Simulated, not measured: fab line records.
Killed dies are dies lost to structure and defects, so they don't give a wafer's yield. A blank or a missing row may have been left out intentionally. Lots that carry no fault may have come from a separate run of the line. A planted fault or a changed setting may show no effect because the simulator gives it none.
Matching of chambers + flow sky130 + 3 sister chambers for SKY_PASSIVATION_CVD_00 on pecvd-04
The step deposits SiO2, target thk 90 nm. 3 wafers are shown with their chamber, then 9 later ones without.

## EACH WAFER AND ITS CHAMBER
| wafer  | chamber | heater_power_w (W) |
|--------|---------|--------------------|
| L085.4 | 2       | 685                |
| L086.3 | 0       | 758                |
| L086.6 | 1       | 588                |

## WAFERS WHOSE CHAMBER IS MISSING
| wafer  | heater_power_w (W) |
|--------|--------------------|
| L088.2 | 667                |
| L088.3 | 726                |
| L088.5 | 750                |
| L089.1 | 685                |
| L089.2 | 679                |
| L089.6 | 694                |
| L095.1 | 659                |
| L095.2 | 639                |
| L095.4 | 638                |

## EACH ONE'S CHAMBER
| wafer  | from the rows above     | in truth                   |
|--------|-------------------------|----------------------------|
| L088.2 | 2                       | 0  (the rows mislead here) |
| L088.3 | can't be placed: 0 or 2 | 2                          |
| L088.5 | 0                       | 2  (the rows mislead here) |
| L089.1 | 2                       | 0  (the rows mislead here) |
| L089.2 | 2                       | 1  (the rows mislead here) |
| L089.6 | 2                       | 2                          |
| L095.1 | can't be placed: 2 or 1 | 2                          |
| L095.2 | can't be placed: 2 or 1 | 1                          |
| L095.4 | can't be placed: 2 or 1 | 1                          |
1 of 9 placed correctly. Not placeable from these rows: 4 (in 4, the candidates include the true chamber). Wrongly placed: 4.
How it was worked out, from the rows above alone: a wafer's distance from a chamber is the root of the sum, over the readings, of the square of ((its reading less the chamber's mean) divided by the reading's scatter). If the next closest chamber is less than 2 further off than the closest, the wafer can't be placed; otherwise it belongs to the closest. Each chamber's mean is taken over the wafers shown for it. The scatter: with one shown wafer a chamber, the root of the mean of the squares of how far each hidden wafer lies from its nearest shown one.
